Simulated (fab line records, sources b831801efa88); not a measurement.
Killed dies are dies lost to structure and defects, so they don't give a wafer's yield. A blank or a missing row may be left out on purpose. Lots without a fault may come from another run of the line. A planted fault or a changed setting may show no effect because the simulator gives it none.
fab line records | flow gf180mcu
record lots=5 wafers=15 last_day=33
route steps=602 shown SAB@268 SALICIDE@278 CONTACT@287
lots that met no fault: from a run of the same line without faults
start_h: hours from the record's first day to the start of the lot's first wafer shown | wait_h: hours since the lot's step before | " the same as in the row above | L1.1+2: a row that stands for several wafers | - no value, or no start given | * or withheld: withheld | < > ~ a bound
route shown NAME@n: a module of which the file shows steps, and the number in the route of the first | usual: mean/standard deviation of fault-free wafers | same: alike in all rows | chamber/n: place in a boat | sites: the reading at each site | _std_site: their standard deviation | _edge_site: outer sites' mean less inner sites' | radius_mm: how far each site lies from the wafer's centre | mask NAME#n: copy n | behind: the tool/chamber that last shaped the wafer | hold: why the lot was held/for how many hours/how that ended | device: the transistor (n, p or np) that didn't switch | end of line: the same wafers' tests at the end of the route | a step without rows: its recipe alone | killed: dies lost to structure and defects at the first sort, not the wafer's yield | map: a wafer's dies, x killed, . not, _ none there
set.NAME: the setting as run; set.NAME@STEP: as run at that earlier step | model.NAME: the simulator's own value behind a step, which no gauge read
lots at some steps of the route; a table a step, a row a wafer
services: from which hour (start_h, from the record's first day; less than 0 if before it) a tool's chamber was out of use, for how many hours, and why
## steps
# step GF_SAB_COAT_04
# recipe resist=NOVOLAK spin_rpm=3000 resist_thk_nm=1000
# usual exhaust_pa=44.9/0.91
# columns lot.wafer tool chamber start_h wait_h exhaust_pa
L078.3 litho_track-04 0 362.51 0.1 44.9
L078.5 " 0 " " 45.8
L078.6 " 0 " " 44.2
L079.2 litho_track-02 0 370.83 0.1 43.9
L079.3 " 0 " " 42.8
L079.6 " 0 " " 44.5
L082.1 litho_track-01 0 396.11 0.1 45.1
L082.3 " 0 " " 45.5
L082.6 " 0 " " 44.9
L084.1 litho_track-04 0 415.81 0.1 43.2
L084.4 " 0 " " 42.8
L084.6 " 0 " " 45.4
L094.2 litho_track-02 0 498.48 0.1 43.8
L094.3 " 0 " " 44.4
L094.6 " 0 " " 43.3
# step GF_SAB_SOFTBAKE_05
# recipe temp_c=90 time_s=60 resist=NOVOLAK
# usual exhaust_pa=45.0/0.95
# same time_s=60
# columns lot.wafer tool chamber start_h wait_h exhaust_pa
L078.3 litho_track-04 0 362.66 0.1 45.2
L078.5 " 0 " " 45.4
L078.6 " 0 " " 45.5
L079.2 litho_track-02 0 370.98 0.1 43.8
L079.3 " 0 " " 45.4
L079.6 " 0 " " 44.8
L082.1 litho_track-01 0 396.26 0.1 43.5
L082.3 " 0 " " 43.3
L082.6 " 0 " " 44.2
L084.1 litho_track-04 0 415.96 0.1 46.0
L084.4 " 0 " " 45.8
L084.6 " 0 " " 45.2
L094.2 litho_track-02 0 498.63 0.1 46.5
L094.3 " 0 " " 45.8
L094.6 " 0 " " 45.2
# step GF_SAB_EXPOSE_06
# recipe mask_id=SAB target_cd_nm=420 na=0.6 source_shape=conventional sigma_outer=0.6 dose_mj=140
# columns lot.wafer tool chamber start_h wait_h mask
L078.3+5+6 iline_stepper-02 0 - - SAB#0
L079.2+3+6 iline_stepper-01 0 - - SAB#0
L082.1+3+6 iline_stepper-01 0 - - SAB#0
L084.1+4+6 iline_stepper-01 0 - - SAB#0
L094.2+3+6 iline_stepper-01 0 - - SAB#0
# step GF_SAB_PEB_07
# recipe temp_c=withheld time_s=* resist=NOVOLAK
# usual exhaust_pa=44.9/0.9
# same time_s=*
# columns lot.wafer tool chamber start_h wait_h exhaust_pa
L078.3 litho_track-04 0 - - 45.7
L078.5 " 0 " " 46.6
L078.6 " 0 " " 46.6
L079.2 litho_track-04 0 - - 45.0
L079.3 " 0 " " 46.2
L079.6 " 0 " " 45.6
L082.1 litho_track-02 0 - - 45.5
L082.3 " 0 " " 44.1
L082.6 " 0 " " 46.2
L084.1 litho_track-02 0 - - 43.4
L084.4 " 0 " " 44.0
L084.6 " 0 " " 42.6
L094.2 litho_track-02 0 - - 45.4
L094.3 " 0 " " 46.4
L094.6 " 0 " " 44.4
# step GF_SAB_DEVELOP_08
# recipe develop_time_s=60 dev_temp_c=23
# usual exhaust_pa=45.1/0.88
# columns lot.wafer tool chamber start_h wait_h exhaust_pa
L078.3 litho_track-04 0 373.21 0.1 43.8
L078.5 " 0 " " 43.7
L078.6 " 0 " " 44.4
L079.2 litho_track-04 0 382.43 0.1 44.9
L079.3 " 0 " " 44.6
L079.6 " 0 " " 46.0
L082.1 litho_track-02 0 407.30 0.1 45.8
L082.3 " 0 " " 45.6
L082.6 " 0 " " 45.3
L084.1 litho_track-02 0 428.30 0.1 45.1
L084.4 " 0 " " 44.8
L084.6 " 0 " " 45.3
L094.2 litho_track-02 0 510.13 0.1 45.2
L094.3 " 0 " " 45.7
L094.6 " 0 " " 44.5
# step GF_SAB_CD_MEAS_09
# recipe target_cd_nm=420
# usual cd_nm=420.5/2.4
# columns lot.wafer tool chamber start_h wait_h cd_nm
L078.3 cd_sem-02 - 373.35 0.1 420.8
L078.5 " - " " 419.2
L078.6 " - " " 418.7
L079.2 cd_sem-01 - 382.58 0.1 419.7
L079.3 " - " " 418.8
L079.6 " - " " 418.5
L082.1 cd_sem-01 - 407.45 0.1 422.1
L082.3 " - " " 421.0
L082.6 " - " " 420.1
L084.1 cd_sem-01 - 428.45 0.1 419.3
L084.4 " - " " 420.7
L084.6 " - " " 420.8
L094.2 cd_sem-01 - 510.27 0.1 420.3
L094.3 " - " " 420.9
L094.6 " - " " 422.3
# step GF_SAB_OVL_MEAS_10
# usual SAB_OVL=-0.7/1.4
# columns lot.wafer tool chamber start_h wait_h SAB_OVL[nm]
L078.3 overlay-02 - 373.44 0.1 -0.5
L078.5 " - " " -1.2
L078.6 " - " " 0.0
L079.2 overlay-01 - 382.68 0.1 -0.1
L079.3 " - " " -0.2
L079.6 " - " " -0.5
L082.1 overlay-02 - 407.57 0.1 -2.5
L082.3 " - " " -3.4
L082.6 " - " " -0.8
L084.1 overlay-01 - 428.57 0.1 -2.6
L084.4 " - " " -1.0
L084.6 " - " " -2.7
L094.2 overlay-01 - 510.38 0.1 0.0
L094.3 " - " " -1.1
L094.6 " - " " 0.8
# step GF_SAB_ETCH_11
# recipe chemistry=C4F8/O2/Ar mask_material=NOVOLAK target=SiO2 target_depth_nm=55 source_w=1500 bias_w=1200 pressure_mtorr=40 c4f8_flow_sccm=withheld O2_flow_sccm=6 Ar_flow_sccm=300 time_s=8.5
# usual oes_product_au=0.999/0.0097
# same time_s=8.5
# columns lot.wafer tool chamber start_h wait_h oes_product_au rf_hours_counter_h
L078.3 rie_diel-04 0 373.46 0.0 0.999 72
L078.5 " 3 " " 0.992 -
L078.6 " 0 " " 0.995 -
L079.2 rie_diel-01 0 382.71 0.0 0.993 12
L079.3 " 2 " " 0.997 72
L079.6 " 3 " " 1.011 -
L082.1 rie_diel-01 3 407.61 0.0 1.021 105
L082.3 " 2 " " 0.996 73
L082.6 " 1 " " 1.001 -
L084.1 rie_diel-03 3 428.61 0.0 0.984 2
L084.4 " 1 " " 0.998 99
L084.6 " 0 " " 1.003 -
L094.2 rie_diel-04 3 510.41 0.0 0.999 10
L094.3 " 1 " " 1.021 78
L094.6 " 3 " " 0.997 -
# step GF_SAB_WET_ETCH_12
# recipe chemistry=dHF target_depth_nm=22 dry=n2_spin target=SiO2 temp_c=25 dilution=100:1 time_s=440
# usual bath_heat_duty_pct=6.3/0.74
# same time_s=440
# columns lot.wafer tool chamber start_h wait_h bath_heat_duty_pct
L078.3 wet_bench-03 0 373.49 0.0 6.8
L078.5 " 0 " " 6.5
L078.6 " 0 " " 6.1
L079.2 wet_bench-02 3 382.74 0.0 5.0
L079.3 " 3 " " 5.3
L079.6 " 3 " " 5.1
L082.1 wet_bench-02 0 407.63 0.0 6.5
L082.3 " 0 " " 6.6
L082.6 " 0 " " 6.9
L084.1 wet_bench-03 3 428.63 0.0 6.1
L084.4 " 3 " " 6.2
L084.6 " 3 " " 5.4
L094.2 wet_bench-03 0 510.43 0.0 6.5
L094.3 " 0 " " 6.8
L094.6 " 0 " " 7.2
# step GF_SAB_STRIP_13
# recipe chemistry=O2/N2 power_w=1400 pressure_mtorr=1500 platen_temp_c=250 o2_flow_sccm=3000 n2_flow_sccm=300 overash_fraction=0.5
# usual drypump_motor_current_A=5.8/0.44 heater_power_w=320/56 oes_product_au=0.710/0.0048 strip_time_to_endpoint_s=12.61/0.04
# columns lot.wafer tool chamber start_h wait_h drypump_motor_current_A heater_power_w oes_product_au rf_hours_counter_h strip_time_to_endpoint_s
L078.3 plasma_asher-04 1 373.65 0.0 5.2 279 0.699 - 12.55
L078.5 " 0 " " 5.5 327 0.706 - 12.58
L078.6 " 1 " " 5.2 278 0.711 - 12.51
L079.2 plasma_asher-03 1 382.87 0.0 5.4 259 0.710 74 12.62
L079.3 " 1 " " 5.4 272 0.713 - 12.61
L079.6 " 1 " " 5.4 269 0.709 - 12.62
L082.1 plasma_asher-03 0 407.76 0.0 6.0 429 0.704 77 12.65
L082.3 " 0 " " 6.0 420 0.714 - 12.65
L082.6 " 0 " " 6.0 418 0.707 - 12.70
L084.1 plasma_asher-01 1 428.76 0.0 6.6 308 0.709 34 12.60
L084.4 " 0 " " 5.8 308 0.711 - 12.61
L084.6 " 1 " " 6.6 311 0.703 - 12.59
L094.2 plasma_asher-03 0 510.56 0.0 6.0 422 0.708 88 12.62
L094.3 " 1 " " 5.4 259 0.716 - 12.62
L094.6 " 1 " " 5.4 261 0.719 - 12.59
# step GF_SALICIDE_CLEAN_00
# recipe chemistry=SC1/SC2 mix=1:4:20 temp_c=70 time_s=150
# usual bath_heat_duty_pct=13.7/1.2
# same time_s=150
# columns lot.wafer tool chamber start_h wait_h bath_heat_duty_pct
L078.3 wet_bench-01 0 373.72 0.0 13.5
L078.5 " 0 " " 13.5
L078.6 " 0 " " 14.8
L079.2 wet_bench-04 3 382.97 0.1 13.3
L079.3 " 3 " " 13.8
L079.6 " 3 " " 12.6
L082.1 wet_bench-03 0 407.86 0.1 15.7
L082.3 " 0 " " 14.2
L082.6 " 0 " " 14.3
L084.1 wet_bench-04 3 428.86 0.1 12.8
L084.4 " 3 " " 13.2
L084.6 " 3 " " 11.6
L094.2 wet_bench-04 2 510.66 0.1 15.3
L094.3 " 2 " " 16.3
L094.6 " 2 " " 16.2
# step GF_SALICIDE_WET_ETCH_01
# recipe chemistry=dHF target_depth_nm=5 dry=ipa_marangoni target=SiO2 temp_c=25 dilution=100:1 time_s=100
# usual bath_heat_duty_pct=6.3/0.68
# same time_s=100
# columns lot.wafer tool chamber start_h wait_h bath_heat_duty_pct
L078.3 wet_bench-03 3 373.77 0.0 5.4
L078.5 " 3 " " 6.4
L078.6 " 3 " " 6.5
L079.2 wet_bench-01 3 383.02 0.0 5.6
L079.3 " 3 " " 5.7
L079.6 " 3 " " 6.0
L082.1 wet_bench-01 3 407.91 0.0 4.8
L082.3 " 3 " " 5.9
L082.6 " 3 " " 7.0
L084.1 wet_bench-01 1 428.91 0.0 7.5
L084.4 " 1 " " 7.2
L084.6 " 1 " " 8.0
L094.2 wet_bench-01 2 510.71 0.0 6.0
L094.3 " 2 " " 5.8
L094.6 " 2 " " 6.0
# step GF_SALICIDE_SPUTTER_02
# recipe material=Co target_thk_nm=10 power_w=1000 time_s=20 chamber_pressure_pa=0.4
# usual cathode_dc_power_W=1000.0/0.19 throttle_valve_pct=30.0/1.5
# same time_s=20
# columns lot.wafer tool chamber start_h wait_h cathode_dc_power_W throttle_valve_pct
L078.3 pvd_sputter-04 - 373.80 0.0 999.95 32.6
L078.5 " - " " 999.81 32.3
L078.6 " - " " 1000.3 29.6
L079.2 pvd_sputter-04 - 383.05 0.0 999.93 29.7
L079.3 " - " " 999.96 32.4
L079.6 " - " " 999.93 30.8
L082.1 pvd_sputter-03 - 407.95 0.0 1000.0 29.1
L082.3 " - " " 1000.0 29.7
L082.6 " - " " 1000.2 29.0
L084.1 pvd_sputter-03 - 428.98 0.0 1000.4 29.1
L084.4 " - " " 999.99 28.6
L084.6 " - " " 1000.2 31.1
L094.2 pvd_sputter-04 - 510.75 0.0 1000.2 29.9
L094.3 " - " " 999.90 30.6
L094.6 " - " " 1000.2 32.5
# step GF_SALICIDE_SPUTTER_03
# recipe material=TiN target_thk_nm=20 power_w=6500 time_s=16.7 chamber_pressure_pa=0.4
# usual cathode_dc_power_W=6500.1/1.2 throttle_valve_pct=30.0/1.5
# same time_s=16.7
# columns lot.wafer tool chamber start_h wait_h cathode_dc_power_W throttle_valve_pct
L078.3 pvd_sputter-04 - 373.83 0.0 6500.7 32.4
L078.5 " - " " 6500.8 32.3
L078.6 " - " " 6500.5 29.9
L079.2 pvd_sputter-04 - 383.08 0.0 6501.3 29.8
L079.3 " - " " 6500.4 32.4
L079.6 " - " " 6499.7 30.8
L082.1 pvd_sputter-03 - 407.98 0.0 6499.6 28.9
L082.3 " - " " 6500.9 30.1
L082.6 " - " " 6500.5 29.2
L084.1 pvd_sputter-03 - 429.01 0.0 6499.0 29.1
L084.4 " - " " 6499.9 28.8
L084.6 " - " " 6502.1 30.9
L094.2 pvd_sputter-04 - 510.77 0.0 6500.8 29.6
L094.3 " - " " 6500.8 30.3
L094.6 " - " " 6500.9 32.1
# step GF_SALICIDE_RS_MEAS_04
# recipe thk_meas_gauge=four-point-probe reads=TiN_of_SALICIDE_SPUTTER_03+Co_of_SALICIDE_SPUTTER_02
# usual SALICIDE_TIN_RS=16.31/0.28
# columns lot.wafer tool chamber start_h wait_h SALICIDE_TIN_RS[ohm/sq]
L078.3 film_metro-04 - 373.90 0.1 15.91
L078.5 " - " " 16.02
L078.6 " - " " 16.06
L079.2 film_metro-04 - 383.13 0.0 15.98
L079.3 " - " " 15.94
L079.6 " - " " 16.08
L082.1 film_metro-03 - 408.00 0.0 16.17
L082.3 " - " " 16.60
L082.6 " - " " 16.16
L084.1 film_metro-03 - 429.04 0.0 16.28
L084.4 " - " " 16.59
L084.6 " - " " 16.50
L094.2 film_metro-04 - 510.82 0.0 16.49
L094.3 " - " " 16.25
L094.6 " - " " 16.41
# step GF_SALICIDE_THK_MEAS_05
# recipe thk_meas_gauge=xrf reads=TiN_of_SALICIDE_SPUTTER_03
# usual SALICIDE_TIN_THK=19.72/0.24
# columns lot.wafer tool chamber start_h wait_h SALICIDE_TIN_THK[nm]
L078.3 film_metro-04 - 374.00 0.1 20.04
L078.5 " - " " 20.01
L078.6 " - " " 19.53
L079.2 film_metro-04 - 383.24 0.1 19.87
L079.3 " - " " 20.31
L079.6 " - " " 19.76
L082.1 film_metro-03 - 408.12 0.1 19.48
L082.3 " - " " 19.53
L082.6 " - " " 19.51
L084.1 film_metro-03 - 429.16 0.1 19.46
L084.4 " - " " 19.51
L084.6 " - " " 19.81
L094.2 film_metro-04 - 510.93 0.1 19.75
L094.3 " - " " 19.59
L094.6 " - " " 19.92
# step GF_SALICIDE_RTA_06
# recipe temp_c=530 time_s=30 ambient=N2
# usual chamber_o2_ppm=2.000/0.023 lamp_power_pct=5.92/0.29 wafer_temp_C_max=532.0/0.6
# same time_s=30
# columns lot.wafer tool chamber start_h wait_h chamber_o2_ppm lamp_power_pct wafer_temp_C_max
L078.3 rtp_anneal-01 0 374.07 0.1 1.964 6.21 531.5
L078.5 " 0 " " 2.026 6.19 531.5
L078.6 " 0 " " 1.992 6.22 531.9
L079.2 rtp_anneal-01 0 383.30 0.1 2.007 6.20 531.4
L079.3 " 0 " " 1.997 6.20 530.9
L079.6 " 0 " " 1.956 6.21 531.1
L082.1 rtp_anneal-02 0 408.18 0.1 1.967 5.63 532.4
L082.3 " 0 " " 1.968 5.63 532.7
L082.6 " 0 " " 1.997 5.62 533.7
L084.1 rtp_anneal-02 0 429.22 0.1 1.990 5.63 532.4
L084.4 " 0 " " 1.999 5.62 532.0
L084.6 " 0 " " 2.005 5.63 532.1
L094.2 rtp_anneal-02 0 511.00 0.1 1.983 5.63 531.6
L094.3 " 0 " " 2.027 5.62 532.3
L094.6 " 0 " " 2.007 5.63 532.3
# step GF_SALICIDE_WET_ETCH_07
# recipe chemistry=SPM target_depth_nm=120 dry=n2_spin
# columns lot.wafer tool chamber start_h wait_h
L078.3+5+6 wet_bench-01 3 374.14 0.1
L079.2+3+6 wet_bench-03 2 383.39 0.1
L082.1+3+6 wet_bench-01 0 408.28 0.1
L084.1+4+6 wet_bench-04 1 429.32 0.1
L094.2+3+6 wet_bench-04 1 511.08 0.1
# step GF_SALICIDE_RTA_08
# recipe temp_c=800 time_s=30 ambient=N2
# usual chamber_o2_ppm=2.002/0.023 lamp_power_pct=16.4/0.8 wafer_temp_C_max=803.1/0.94
# same time_s=30
# columns lot.wafer tool chamber start_h wait_h chamber_o2_ppm lamp_power_pct wafer_temp_C_max
L078.3 rtp_anneal-02 0 374.26 0.0 2.006 15.6 803.5
L078.5 " 0 " " 1.981 15.6 803.5
L078.6 " 0 " " 1.995 15.6 804.0
L079.2 rtp_anneal-02 0 383.51 0.0 1.969 15.7 802.9
L079.3 " 0 " " 1.960 15.6 803.6
L079.6 " 0 " " 2.031 15.6 802.4
L082.1 rtp_anneal-02 0 408.37 0.0 2.005 15.6 803.9
L082.3 " 0 " " 2.007 15.6 803.3
L082.6 " 0 " " 1.982 15.6 803.4
L084.1 rtp_anneal-01 0 429.41 0.0 2.005 17.2 802.6
L084.4 " 0 " " 1.961 17.2 802.6
L084.6 " 0 " " 2.012 17.3 801.5
L094.2 rtp_anneal-01 0 511.19 0.0 2.010 17.2 802.5
L094.3 " 0 " " 2.001 17.2 802.4
L094.6 " 0 " " 2.062 17.2 802.5
# step GF_CONTACT_CVD_00
# recipe material=SiO2 target_thk_nm=300 sigma_open_frac=0.3 temp_c=400 time_s=50 sih4_flow_sccm=61.95 pressure_mtorr=6
# same time_s=50
# columns lot.wafer tool chamber start_h wait_h
L078.3+5+6 hdpcvd-02 0,1,2 374.33 0.1
L079.2+3+6 hdpcvd-01 1,0,0 383.68 0.1
L082.1+3+6 hdpcvd-02 2,1,1 408.47 0.1
L084.1+4+6 hdpcvd-01 0,1,2 429.51 0.1
L094.2+3+6 hdpcvd-02 0,1,2 511.27 0.1
# step GF_CONTACT_THK_MEAS_01
# recipe reads=SiO2_of_CONTACT_CVD_00
# usual CONTACT_CVD_00_THK=311.0/3
# columns lot.wafer tool chamber start_h wait_h CONTACT_CVD_00_THK[nm]
L078.3 film_metro-01 - 374.39 0.0 314.1
L078.5 " - " " 315.6
L078.6 " - " " 310.0
L079.2 film_metro-03 - 383.73 0.0 310.5
L079.3 " - " " 308.5
L079.6 " - " " 308.4
L082.1 film_metro-01 - 408.52 0.0 303.8
L082.3 " - " " 308.8
L082.6 " - " " 304.3
L084.1 film_metro-03 - 429.55 0.0 312.2
L084.4 " - " " 313.3
L084.6 " - " " 313.4
L094.2 film_metro-03 - 511.33 0.0 310.8
L094.3 " - " " 309.8
L094.6 " - " " 308.4
# step GF_CONTACT_CVD_02
# recipe material=SiO2 target_thk_nm=860 precursor=TEOS temp_c=400 time_s=95.992 rf_w=600
# usual heater_power_w=664/94
# same time_s=95.992
# columns lot.wafer tool chamber start_h wait_h heater_power_w
L078.3 pecvd-04 0 374.43 0.0 591
L078.5 " 0 " " 459
L078.6 " 2 " " 602
L079.2 pecvd-02 2 383.78 0.0 909
L079.3 " 1 " " 551
L079.6 " 2 " " 936
L082.1 pecvd-03 0 408.58 0.1 637
L082.3 " 2 " " 723
L082.6 " 0 " " 687
L084.1 pecvd-03 2 429.61 0.1 782
L084.4 " 1 " " 693
L084.6 " 2 " " 823
L094.2 pecvd-02 2 511.38 0.0 901
L094.3 " 1 " " 641
L094.6 " 0 " " 676
# step GF_CONTACT_THK_MEAS_03
# recipe reads=SiO2_of_CONTACT_CVD_02
# usual CONTACT_CVD_02_THK=861/11
# columns lot.wafer tool chamber start_h wait_h CONTACT_CVD_02_THK[nm]
L078.3 film_metro-03 - 374.52 0.1 863
L078.5 " - " " 865
L078.6 " - " " 879
L079.2 film_metro-03 - 383.86 0.0 871
L079.3 " - " " 850
L079.6 " - " " 879
L082.1 film_metro-03 - 408.65 0.0 846
L082.3 " - " " 847
L082.6 " - " " 857
L084.1 film_metro-02 - 429.68 0.0 855
L084.4 " - " " 872
L084.6 " - " " 875
L094.2 film_metro-02 - 511.46 0.0 857
L094.3 " - " " 850
L094.6 " - " " 873
# step GF_CONTACT_CMP_04
# recipe material=SiO2 down_force_psi=4 platen_rpm=60 pad_velocity_m_s=0.94248
# usual head_pressure_psi=4.002/0.0086 motor_current_A=12.3/1.6 time_to_endpoint_s=112/5.4
# columns lot.wafer tool chamber start_h wait_h head_pressure_psi motor_current_A time_to_endpoint_s
L078.3 cmp-02 0 374.71 0.2 4.010 13.4 111
L078.6 " 1 " " 3.989 10.2 123
L078.5 " 2 " " 4.013 14.6 119
L079.3 cmp-01 1 383.96 0.1 4.010 12.7 104
L079.2 " 3 " " 4.005 11.3 113
L079.6 " 0 " " 3.997 10.4 112
L082.3 cmp-02 3 408.81 0.1 4.004 12.0 112
L082.1 " 0 " " 4.004 13.1 110
L082.6 " 1 " " 4.015 10.0 112
L084.1 cmp-01 1 429.84 0.1 4.004 12.8 111
L084.4 " 2 " " 4.017 14.6 119
L084.6 " 0 " " 3.988 10.9 117
L094.3 cmp-01 2 511.51 0.0 3.988 13.9 107
L094.2 " 3 " " 4.004 12.1 109
L094.6 " 2 " " 4.000 14.6 117
# step GF_CONTACT_BOW_MEAS_05
# recipe mode=bow
# usual CONTACT_BOW=67/7.1
# columns lot.wafer tool chamber start_h wait_h CONTACT_BOW[um]
L078.3 film_metro-01 - 374.90 0.1 71
L078.5 " - " " 76
L078.6 " - " " 71
L079.2 film_metro-01 - 384.23 0.1 60
L079.3 " - " " 73
L079.6 " - " " 67
L082.1 film_metro-01 - 409.01 0.1 63
L082.3 " - " " 70
L082.6 " - " " 74
L084.1 film_metro-03 - 430.04 0.1 63
L084.4 " - " " 65
L084.6 " - " " 54
L094.2 film_metro-01 - 511.83 0.2 70
L094.3 " - " " 77
L094.6 " - " " 61
# step GF_CONTACT_DEHYDRATE_06
# recipe temp_c=200 time_s=60
# usual exhaust_pa=45.0/1.1
# same time_s=60
# columns lot.wafer tool chamber start_h wait_h exhaust_pa
L078.3 litho_track-04 0 385.71 10.8 44.5
L078.5 " 0 " " 43.1
L078.6 " 0 " " 44.8
L079.2 litho_track-03 0 394.50 10.2 44.9
L079.3 " 0 " " 45.3
L079.6 " 0 " " 45.6
L082.1 litho_track-02 0 420.55 11.5 45.8
L082.3 " 0 " " 45.5
L082.6 " 0 " " 43.9
L084.1 litho_track-04 0 441.61 11.5 46.1
L084.4 " 0 " " 45.7
L084.6 " 0 " " 45.7
L094.2 litho_track-02 0 523.48 11.6 45.0
L094.3 " 0 " " 44.9
L094.6 " 0 " " 45.1
# step GF_CONTACT_HMDS_07
# recipe prime_time_s=60 prime_temp_c=120
# usual exhaust_pa=44.9/0.75
# columns lot.wafer tool chamber start_h wait_h exhaust_pa
L078.3 litho_track-04 0 385.86 0.1 44.7
L078.5 " 0 " " 45.1
L078.6 " 0 " " 43.3
L079.2 litho_track-03 0 394.65 0.1 45.2
L079.3 " 0 " " 44.7
L079.6 " 0 " " 45.5
L082.1 litho_track-02 0 420.70 0.1 45.8
L082.3 " 0 " " 45.4
L082.6 " 0 " " 45.5
L084.1 litho_track-04 0 441.76 0.1 43.3
L084.4 " 0 " " 45.2
L084.6 " 0 " " 43.5
L094.2 litho_track-02 0 523.63 0.1 46.4
L094.3 " 0 " " 44.7
L094.6 " 0 " " 45.1
# step GF_CONTACT_COAT_08
# recipe resist=BARC temp_c=withheld time_s=withheld spin_rpm=withheld resist_thk_nm=withheld
# usual exhaust_pa=45.2/0.9
# columns lot.wafer tool chamber start_h wait_h exhaust_pa
L078.3 litho_track-04 0 386.01 0.1 45.3
L078.5 " 0 " " 45.2
L078.6 " 0 " " 45.3
L079.2 litho_track-03 0 394.80 0.1 44.8
L079.3 " 0 " " 46.8
L079.6 " 0 " " 45.9
L082.1 litho_track-02 0 420.85 0.1 44.0
L082.3 " 0 " " 43.9
L082.6 " 0 " " 43.5
L084.1 litho_track-04 0 441.91 0.1 45.6
L084.4 " 0 " " 44.1
L084.6 " 0 " " 44.6
L094.2 litho_track-02 0 523.78 0.1 45.4
L094.3 " 0 " " 44.7
L094.6 " 0 " " 45.5
# step GF_CONTACT_COAT_09
# recipe resist=KrF spin_rpm=withheld resist_thk_nm=1000
# usual exhaust_pa=45.1/0.83
# columns lot.wafer tool chamber start_h wait_h exhaust_pa
L078.3 litho_track-04 0 - - 46.2
L078.5 " 0 " " 45.8
L078.6 " 0 " " 45.8
L079.2 litho_track-03 0 - - 45.4
L079.3 " 0 " " 44.4
L079.6 " 0 " " 45.2
L082.1 litho_track-02 0 - - 44.2
L082.3 " 0 " " 47.7
L082.6 " 0 " " 45.2
L084.1 litho_track-04 0 - - 45.9
L084.4 " 0 " " 44.5
L084.6 " 0 " " 45.3
L094.2 litho_track-02 0 - - 44.5
L094.3 " 0 " " 44.2
L094.6 " 0 " " 44.1
# step GF_CONTACT_SOFTBAKE_10
# recipe temp_c=130 time_s=60 resist=KrF
# usual exhaust_pa=45.1/0.92
# same time_s=60
# columns lot.wafer tool chamber start_h wait_h exhaust_pa
L078.3 litho_track-04 0 - - 45.1
L078.5 " 0 " " 44.1
L078.6 " 0 " " 46.3
L079.2 litho_track-03 0 - - 45.2
L079.3 " 0 " " 44.7
L079.6 " 0 " " 46.4
L082.1 litho_track-02 0 - - 44.7
L082.3 " 0 " " 45.5
L082.6 " 0 " " 43.5
L084.1 litho_track-04 0 - - 43.6
L084.4 " 0 " " 44.9
L084.6 " 0 " " 44.4
L094.2 litho_track-02 0 - - 43.9
L094.3 " 0 " " 43.8
L094.6 " 0 " " 44.8
# step GF_CONTACT_EXPOSE_11
# recipe mask_id=Contact target_cd_nm=220 na=0.68 source_shape=conventional sigma_outer=0.6 dose_mj=38
# columns lot.wafer tool chamber start_h wait_h mask
L078.3+5+6 krf_scanner-02 0 - - Contact#0
L079.2+3+6 krf_scanner-02 0 - - Contact#0
L082.1+3+6 krf_scanner-01 0 - - Contact#0
L084.1+4+6 krf_scanner-01 0 - - Contact#0
L094.2+3+6 krf_scanner-01 0 - - Contact#0
# step GF_CONTACT_PEB_12
# recipe peb_temp_c=135 peb_time_s=90 resist=KrF
# usual exhaust_pa=45.0/0.95
# same peb_time_s=90
# columns lot.wafer tool chamber start_h wait_h exhaust_pa
L078.3 litho_track-02 0 - - 47.5
L078.5 " 0 " " 44.5
L078.6 " 0 " " 45.7
L079.2 litho_track-04 0 - - 46.4
L079.3 " 0 " " 45.5
L079.6 " 0 " " 46.1
L082.1 litho_track-02 0 - - 45.9
L082.3 " 0 " " 44.3
L082.6 " 0 " " 45.4
L084.1 litho_track-02 0 - - 45.0
L084.4 " 0 " " 45.6
L084.6 " 0 " " 44.6
L094.2 litho_track-04 0 - - 44.7
L094.3 " 0 " " 44.4
L094.6 " 0 " " 43.4
# step GF_CONTACT_DEVELOP_13
# recipe develop_time_s=60 resist=KrF dev_temp_c=21
# usual exhaust_pa=45.1/0.9
# columns lot.wafer tool chamber start_h wait_h exhaust_pa
L078.3 litho_track-02 0 397.15 0.1 45.5
L078.5 " 0 " " 45.7
L078.6 " 0 " " 46.3
L079.2 litho_track-04 0 405.78 0.2 45.5
L079.3 " 0 " " 46.0
L079.6 " 0 " " 44.5
L082.1 litho_track-02 0 433.25 0.2 46.8
L082.3 " 0 " " 44.9
L082.6 " 0 " " 46.8
L084.1 litho_track-02 0 454.65 0.2 44.2
L084.4 " 0 " " 44.0
L084.6 " 0 " " 43.1
L094.2 litho_track-04 0 535.23 0.2 47.0
L094.3 " 0 " " 46.3
L094.6 " 0 " " 46.1
# step GF_CONTACT_CD_MEAS_14
# recipe target_cd_nm=220
# usual cd_nm=220.9/1.3
# columns lot.wafer tool chamber start_h wait_h cd_nm
L078.3 cd_sem-01 - 397.29 0.1 222.9
L078.5 " - " " 221.1
L078.6 " - " " 221.8
L079.2 cd_sem-01 - 405.93 0.1 221.4
L079.3 " - " " 220.8
L079.6 " - " " 221.6
L082.1 cd_sem-02 - 433.40 0.1 221.6
L082.3 " - " " 221.7
L082.6 " - " " 221.2
L084.1 cd_sem-02 - 454.80 0.1 222.6
L084.4 " - " " 223.0
L084.6 " - " " 223.1
L094.2 cd_sem-01 - 535.38 0.1 218.3
L094.3 " - " " 219.6
L094.6 " - " " 217.4
# step GF_CONTACT_OVL_MEAS_15
# usual CONTACT_OVL=0/5.6
# columns lot.wafer tool chamber start_h wait_h CONTACT_OVL[nm]
L078.3 overlay-01 - 397.39 0.1 6
L078.5 " - " " 6
L078.6 " - " " 4
L079.2 overlay-01 - 406.03 0.1 1
L079.3 " - " " -6
L079.6 " - " " -8
L082.1 overlay-02 - 433.52 0.1 7
L082.3 " - " " 3
L082.6 " - " " -4
L084.1 overlay-02 - 454.92 0.1 3
L084.4 " - " " 1
L084.6 " - " " 2
L094.2 overlay-02 - 535.48 0.1 1
L094.3 " - " " -2
L094.6 " - " " -1
## services
# columns tool chamber start_h hours kind
cmp-02 - 345.32 6.0 pm
wet_bench-01 - 350.43 4.4 pm
cmp-01 - 352.03 1.3 repair
krf_scanner-01 - 364.09 1.0 pm
krf_scanner-01 - 369.33 4.4 pm
krf_scanner-01 - 375.71 0.8 pm
krf_scanner-01 - 394.17 1.3 pm
pvd_sputter-03 - 398.58 0.6 repair
cmp-01 - 411.09 18.3 pm
plasma_asher-03 - 427.32 3.6 repair
pvd_sputter-04 - 437.50 1.8 repair
cmp-01 - 440.08 5.1 repair
hdpcvd-02 - 441.13 1.0 repair
pvd_sputter-03 - 455.57 2.9 repair
cmp-01 - 465.52 5.8 pm
krf_scanner-01 - 470.94 3.6 pm
wet_bench-03 - 473.06 2.3 repair
pvd_sputter-03 - 505.69 6.0 repair
cmp-01 - 512.80 0.6 repair
iline_stepper-01 - 513.53 1.7 pm
cmp-01 - 526.02 1.1 repair
hdpcvd-02 - 526.38 5.5 pm
cmp-01 - 528.48 0.3 repair
krf_scanner-01 - 533.04 1.0 pm
## key
fault none
